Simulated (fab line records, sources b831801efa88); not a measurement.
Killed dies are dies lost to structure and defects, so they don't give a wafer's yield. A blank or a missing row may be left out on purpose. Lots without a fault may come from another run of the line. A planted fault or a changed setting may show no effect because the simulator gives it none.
One fault seen from 2 desks | flow gf180mcu | each desk has only its own numbers; what lay behind them comes last

THE METROLOGY DESK
What the gauges read, lot by lot, whatever tool the lot ran on: means of the sampled wafers that have a number. A lot is out of limits, marked OUT, if its mean lies more than 4 standard deviations from the usual mean; the brackets give that distance.
Columns: A = cd_nm at GF_M2_CD_MEAS_14, usual 280.1 nm; B = M3_ALCU_RS at GF_M3_RS_MEAS_05, usual 0.0692 ohm/sq; C = M3_ALCU_THK at GF_M3_THK_MEAS_06, usual 449 nm; D = M3_OVL at GF_M3_OVL_MEAS_15, usual -1 nm
lot  | first seen here | A     | B                 | C   | D
L646 | day 19 10:19    | 279.7 | 0.0692            | 445 | 4
L653 | day 22 03:56    | 278.9 | 0.0699            | 444 | 4
L654 | day 22 21:02    | 276.8 | 0.0719 (+5.1) OUT | 435 | -7
L660 | day 24 16:17    | 281.0 | 0.0695            | 449 | -2
L661 | day 25 06:47    | 282.5 | 0.0695            | 451 | -13
L662 | day 25 08:26    | 280.0 | 0.0697            | 450 | -5
L663 | day 25 14:11    | 279.9 | 0.0693            | 453 | -0
L664 | day 26 00:23    | 278.9 | 0.0697            | 442 | -11
L666 | day 26 19:47    | 279.1 | 0.0690            | 454 | -2
L667 | day 26 21:58    | 281.7 | 0.0683            | 450 | 1
This desk's finding: out of limits on L654; first on L654, day 23 22:43 (M3_ALCU_RS at GF_M3_RS_MEAS_05). In limits: L646, L653, L660, L661, L662, L663, L664, L666, L667.

THE TOOL OWNER'S DESK: pvd_sputter-04
The tool's own readings at GF_M3_SPUTTER_02 (material AlCu, target thk 450 nm, time 23.9 s): means of the sampled wafers that have a number, for each lot that ran on this tool. A lot is out of limits, marked OUT, if its mean lies more than 4 standard deviations from the usual mean; the brackets give that distance.
Columns: A = chamber_pressure_pa at GF_M3_SPUTTER_02, usual 0.3999 Pa; B = throttle_valve_pct at GF_M3_SPUTTER_02, usual 30.2 %
lot  | first seen here | A      | B
L654 | day 23 22:37    | 0.4001 | 29.4
L667 | day 27 21:36    | 0.3997 | 29.0
This desk's finding: nothing out of limits on any of the 2 lots.

PUT TOGETHER
The metrology desk could have raised an alarm at day 23 22:43, on L654.
The tool owner's desk saw nothing out of limits.
The tool owner's desk has L654 on record, within its limits.
Of the lots named, all ran GF_M3_SPUTTER_02 on pvd_sputter-04.

WHAT THE SIMULATOR HAD PUT IN
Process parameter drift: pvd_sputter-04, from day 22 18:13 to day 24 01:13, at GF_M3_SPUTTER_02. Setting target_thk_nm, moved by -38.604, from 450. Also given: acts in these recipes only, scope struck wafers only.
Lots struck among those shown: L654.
Hours from the fault's start to each desk's first reading out of limits: the metrology desk, 29.
